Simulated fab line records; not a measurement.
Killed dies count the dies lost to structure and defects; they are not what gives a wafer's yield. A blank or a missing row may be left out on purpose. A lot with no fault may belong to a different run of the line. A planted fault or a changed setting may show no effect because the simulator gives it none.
Chamber matching / flow sky130 / 4 sister chambers for SKY_CONTACT_ETCH_16 on rie_diel-02
The step etches BARC in N2/H2, stops on SiO2, time 45.9 s, target depth 60 nm. 4 wafers are shown with their chamber, then 8 later ones without.

== WAFERS WITH THEIR CHAMBER ==
wafer=L076.2; chamber=1; drypump_motor_current_A (A)=6.4
wafer=L085.4; chamber=0; drypump_motor_current_A (A)=5.1
wafer=L085.5; chamber=3; drypump_motor_current_A (A)=4.8
wafer=L089.1; chamber=2; drypump_motor_current_A (A)=5.4

== WAFERS WITHOUT THEIR CHAMBER ==
wafer=L089.4; drypump_motor_current_A (A)=6.4
wafer=L089.6; drypump_motor_current_A (A)=4.9
wafer=L090.4; drypump_motor_current_A (A)=5.4
wafer=L090.5; drypump_motor_current_A (A)=5.4
wafer=L090.6; drypump_motor_current_A (A)=4.8
wafer=L095.1; drypump_motor_current_A (A)=4.9
wafer=L095.4; drypump_motor_current_A (A)=5.1
wafer=L095.5; drypump_motor_current_A (A)=5.1

== CHAMBER TAKEN BY EACH ==
wafer=L089.4; from the rows above=1; in truth=1
wafer=L089.6; from the rows above=can't be placed: 3 or 0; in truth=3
wafer=L090.4; from the rows above=2; in truth=2
wafer=L090.5; from the rows above=2; in truth=2
wafer=L090.6; from the rows above=3; in truth=3
wafer=L095.1; from the rows above=can't be placed: 3 or 0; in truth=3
wafer=L095.4; from the rows above=0; in truth=0
wafer=L095.5; from the rows above=0; in truth=0
Placed correctly: 6 of 8. Unplaceable from these rows: 2, with the true chamber sitting among the candidates in 2. Wrongly placed: 0.
How it was worked out, from the rows above alone: a wafer's distance from a chamber is the root of the sum, over the readings, of the square of ((its reading less the chamber's mean) divided by the reading's scatter). If the next closest chamber is less than 2 further off than the closest, the wafer can't be placed; otherwise it belongs to the closest. For every chamber, the mean is computed from those of its wafers that are shown. The scatter (one wafer shown for each chamber): square how far every hidden wafer sits from the nearest shown wafer, average those squares and take the square root.
